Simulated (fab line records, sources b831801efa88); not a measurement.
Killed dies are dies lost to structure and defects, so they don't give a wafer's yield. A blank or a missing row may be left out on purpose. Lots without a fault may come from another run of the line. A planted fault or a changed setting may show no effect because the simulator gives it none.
Chamber matching | flow sky130 | SKY_CONTACT_CMP_27 on cmp-01: 4 sister chambers
The step polishes, stops on SiO2, t overpolish 15 s, target thk 0 nm. 20 wafers are shown with their chamber, then 9 later ones without.

WAFERS WITH THEIR CHAMBER
wafer  | chamber | motor_current_A (A) | time_to_endpoint_s (s) | slurry_filter_dp_kPa (kPa)
L282.1 | 2       | 12.0                | 78.7                   | 13.36
L282.3 | 1       | 10.7                | 77.7                   | 13.54
L282.5 | 1       | 10.7                | 81.2                   | 13.58
L283.1 | 3       | 10.9                | 80.4                   | 13.67
L283.5 | 1       | 10.5                | 78.3                   | 13.57
L283.6 | 2       | 12.4                | 78.5                   | 13.40
L284.3 | 3       | 10.1                | 80.2                   | 13.52
L284.5 | 2       | 12.0                | 76.5                   | 13.57
L284.6 | 1       | 10.1                | 79.5                   | 13.53
L285.1 | 1       | 10.5                | 75.7                   | 13.51
L285.4 | 3       | 10.3                | 81.1                   | 13.61
L285.5 | 3       | 10.7                | 81.1                   | 13.46
L287.1 | 3       | 10.7                | 83.4                   | 13.40
L287.3 | 0       | 9.7                 | 82.6                   | 13.69
L287.4 | 1       | 10.3                | 82.3                   | 13.61
L288.1 | 1       | 10.6                | 79.2                   | 13.48
L288.2 | 0       | 9.0                 | 84.2                   | 13.41
L288.3 | 2       | 12.5                | 83.4                   | 13.32
L290.1 | 3       | 10.7                | 80.5                   | 13.51
L290.5 | 2       | 12.3                | 78.7                   | 13.53

SIGNATURES (means of the wafers above)
reading              | chamber 0 | chamber 1 | chamber 2 | chamber 3 | scatter within a chamber
motor_current_A      | 9.350     | 10.486    | 12.240    | 10.567    | 0.274
time_to_endpoint_s   | 83.400    | 79.129    | 79.160    | 81.117    | 1.99
slurry_filter_dp_kPa | 13.5500   | 13.5457   | 13.4360   | 13.5283   | 0.0957
Rule: a wafer's distance from a chamber is the root of the sum, over the readings, of the square of ((its reading less the chamber's mean) divided by the reading's scatter). The wafer belongs to the nearest chamber; if the next one is less than 2 further off, it can't be placed. The scatter: the root of (the sum of the squares of (reading less its chamber's mean) over the shown wafers, divided by (wafers less chambers)).

WAFERS WITHOUT THEIR CHAMBER
wafer  | motor_current_A (A) | time_to_endpoint_s (s) | slurry_filter_dp_kPa (kPa)
L290.6 | 9.7                 | 79.1                   | 13.29
L292.4 | 10.4                | 83.6                   | 13.37
L292.5 | 10.1                | 87.8                   | 13.29
L292.6 | 10.1                | 86.2                   | 13.70
L294.2 | 9.8                 | 78.7                   | 13.61
L294.3 | 10.2                | 79.7                   | 13.53
L294.5 | 10.0                | 75.3                   | 13.29
L297.1 | 9.6                 | 83.9                   | 13.62
L297.2 | 10.0                | 86.7                   | 13.67

WHICH CHAMBER EACH WENT THROUGH
wafer  | from the rows above          | in truth
L290.6 | can't be placed: 0 or 1 or 3 | 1
L292.4 | can't be placed: 3 or 1      | 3
L292.5 | can't be placed: 0 or 3 or 1 | 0
L292.6 | can't be placed: 0 or 3 or 1 | 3
L294.2 | can't be placed: 1 or 0 or 3 | 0
L294.3 | can't be placed: 1 or 3      | 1
L294.5 | can't be placed: 1 or 3 or 0 | 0
L297.1 | 0                            | 0
L297.2 | can't be placed: 0 or 3 or 1 | 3
Placed correctly: 1 of 9. Can't be placed from these rows: 8 (the true chamber is among the candidates in 8). Placed wrongly: 0.
